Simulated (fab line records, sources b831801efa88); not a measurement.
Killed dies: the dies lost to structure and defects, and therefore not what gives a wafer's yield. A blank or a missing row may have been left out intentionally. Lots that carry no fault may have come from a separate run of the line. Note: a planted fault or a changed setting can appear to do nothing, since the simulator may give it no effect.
Comparing a struck lot with a sound one :: flow sky130 :: 16 steps out of a route of 708
Sound: the wafers L336.2, L336.3, L336.6. Struck: wafer L355.4 (left out: L355.2, L355.6 of the same lot, which were not struck); the cause appears at the end.
At each step with rows: each side's tool, then ch and its chambers, then its first start. Under that, the readings that differ: sound wafers :: struck wafers :: difference of the means :: sigmas: that difference in standard deviations of wafers without a fault.
alike: same words and numbers on both sides, and readings whose means sit less than 2 such deviations apart. not compared: any withheld reading, any reading some wafer has no value for, any bound like >300 that may hide the same value, and any number with overlapping values for which the record gives no deviation.
A row with sigmas, a row that says differs or no value, or rows on one side alone: a step with any of these is where the two part. Non-overlapping numbers with no deviation appear without sigmas and do not part them. A reading missing from all wafers of one side parts the sides only when that side holds two or more wafers.

SKY_VIA3_CMP_02: polishes SiO2.
  sound on cmp-01 ch 0,1,3, day 40 14:09; struck on cmp-02 ch 3, day 44 18:22
  alike: motor-current-A
SKY_VIA3_BOW_MEAS_03:
  sound on film-metro-03, day 40 14:25; struck on film-metro-03, day 44 18:38
  alike: VIA3_BOW
then, 8 steps without rows for these wafers: SKY_VIA3_DEHYDRATE_04 (time 60 s); SKY_VIA3_HMDS_05 (prime time 60 s); SKY_VIA3_COAT_06 (resist thk 60 nm); SKY_VIA3_COAT_07 (resist thk 450 nm); SKY_VIA3_SOFTBAKE_08 (time 90 s); SKY_VIA3_EXPOSE_09 (exposes mask VIM3, target cd 200 nm); SKY_VIA3_PEB_10; SKY_VIA3_DEVELOP_11 (develop time 60 s).
SKY_VIA3_CD_MEAS_12 targets a cd of 200 nm.
  sound on cd-sem-01, day 41 14:31; struck on cd-sem-01, day 45 15:59
  alike: cd-nm
SKY_VIA3_OVL_MEAS_13:
  sound on overlay-01, day 41 14:38; struck on overlay-02, day 45 16:05
  alike: VIA3_OVL
SKY_VIA3_ETCH_14: etches BARC in N2/H2, stops on SiO2, time 45.9 s, target depth 60 nm.
  sound on rie-diel-01 ch 1,3, day 41 14:40; struck on rie-diel-04 ch 1, day 45 16:07
reading: oes-product-au (a.u.)
sound: 0.854 0.856 0.855
struck: 0.783
difference: -0.072
sigmas: -14

reading: run-length-s (s)
sound: 75.0 73.9 74.4
struck: 82.4
difference: +8.0
sigmas: +16

reading: model.KrF-thick_of_VIA3_COAT_07.thk-nm (nm)
sound: 394 395 395.2
struck: 386.8
difference: -7.9
sigmas: 
  alike: drypump-motor-current-A, h2-flow-sccm, throttle-valve-pct
  not compared: rf-hours-counter-h
SKY_VIA3_ETCH_15: etches SiO2 in C4F8/O2/Ar, stops on TiN, target depth 507 nm, time 78 s.
  sound on rie-diel-01 ch 1,3, day 41 14:42; struck on rie-diel-04 ch 1, day 45 16:10
reading: oes-product-au (a.u.)
sound: 0.946 0.950 0.948
struck: 0.939
difference: -0.009
sigmas: -2

reading: model.KrF-thick_of_VIA3_COAT_07.thk-nm (nm)
sound: 292.9 294.3 295.4
struck: 286.7
difference: -7.5
sigmas: 
  alike: run-length-s
  not compared: rf-hours-counter-h
SKY_VIA3_STRIP_16: strips in O2/N2.
  sound on plasma-asher-03 ch 0,1, day 41 14:46; struck on plasma-asher-03 ch 1, day 45 16:14
reading: oes-product-au (a.u.)
sound: 0.404 0.405 0.405
struck: 0.394
difference: -0.011
sigmas: -2

reading: strip-time-to-endpoint-s (s)
sound: 4.146 4.171 4.173
struck: 4.083
difference: -0.080
sigmas: -3
  alike: drypump-motor-current-A
  not compared: rf-hours-counter-h
-- the record jumps here: 5 days lie between the struck wafers' starts before and after (it left off in module VIA3 and takes up again in module PAD_OPEN, whose first step shown is number 708 of the route) --
SKY_PAD_OPEN_PROBE_99:
  sound on prober-02, day 47 13:41; struck on prober-02, day 50 19:55
reading: killed-at-other
sound: 0 2 1
struck: 0
difference: -1
sigmas: -2

reading: killed-short
sound: 40 45 53
struck: 31
difference: -15
sigmas: -2
  alike: defect-limited-yield, killed_at_M0_to_M3, killed_at_M4_up, killed-at-contacts, killed-at-front-end, killed-dies, killed-open, sort_bin_3_pad_short, sort_bin_5_function, sort_bin_6_memory, sort-n-pass, sort-yield-pct

## WHERE THEY PART
Last at SKY_PAD_OPEN_PROBE_99 as far as this record goes, first at SKY_VIA3_ETCH_14.

WHY: what the simulator had put in
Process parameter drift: rie-diel-04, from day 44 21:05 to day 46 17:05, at SKY_VIA3_ETCH_14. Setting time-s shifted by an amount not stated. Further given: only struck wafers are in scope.
